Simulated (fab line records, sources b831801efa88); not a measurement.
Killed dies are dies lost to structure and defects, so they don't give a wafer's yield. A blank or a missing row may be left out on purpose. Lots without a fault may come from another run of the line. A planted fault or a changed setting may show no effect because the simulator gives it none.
Chamber matching | flow gf180mcu | GF_V5_ETCH_16 on rie_diel-03: 4 sister chambers
The step etches BARC in N2/H2. 4 wafers are shown with their chamber, then 12 later ones without.

WAFERS WITH THEIR CHAMBER
wafer  | chamber | drypump_motor_current_A (A)
L083.6 | 0       | 6.7
L089.3 | 1       | 5.8
L089.4 | 3       | 5.8
L089.6 | 2       | 6.4

WAFERS WITHOUT THEIR CHAMBER
wafer  | drypump_motor_current_A (A)
L091.1 | 6.6
L091.4 | 5.8
L091.6 | 5.7
L094.2 | 5.8
L094.3 | 6.6
L094.6 | 6.4
L095.2 | 5.8
L095.3 | 5.8
L095.4 | 6.5
L097.1 | 6.5
L097.3 | 5.8
L097.4 | 6.7

WHICH CHAMBER EACH WENT THROUGH
wafer  | from the rows above     | in truth
L091.1 | can't be placed: 0 or 2 | 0
L091.4 | can't be placed: 1 or 3 | 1
L091.6 | can't be placed: 1 or 3 | 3
L094.2 | can't be placed: 1 or 3 | 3
L094.3 | can't be placed: 0 or 2 | 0
L094.6 | 2                       | 2
L095.2 | can't be placed: 1 or 3 | 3
L095.3 | can't be placed: 1 or 3 | 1
L095.4 | can't be placed: 2 or 0 | 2
L097.1 | can't be placed: 2 or 0 | 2
L097.3 | can't be placed: 1 or 3 | 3
L097.4 | 0                       | 0
Placed correctly: 2 of 12. Can't be placed from these rows: 10 (the true chamber is among the candidates in 10). Placed wrongly: 0.
How it was worked out, from the rows above alone: a wafer's distance from a chamber is the root of the sum, over the readings, of the square of ((its reading less the chamber's mean) divided by the reading's scatter). The wafer belongs to the nearest chamber; if the next one is less than 2 further off, it can't be placed. A chamber's mean is the mean of its shown wafers. The scatter: with one shown wafer a chamber, the root of the mean of the squares of how far each hidden wafer lies from its nearest shown one.
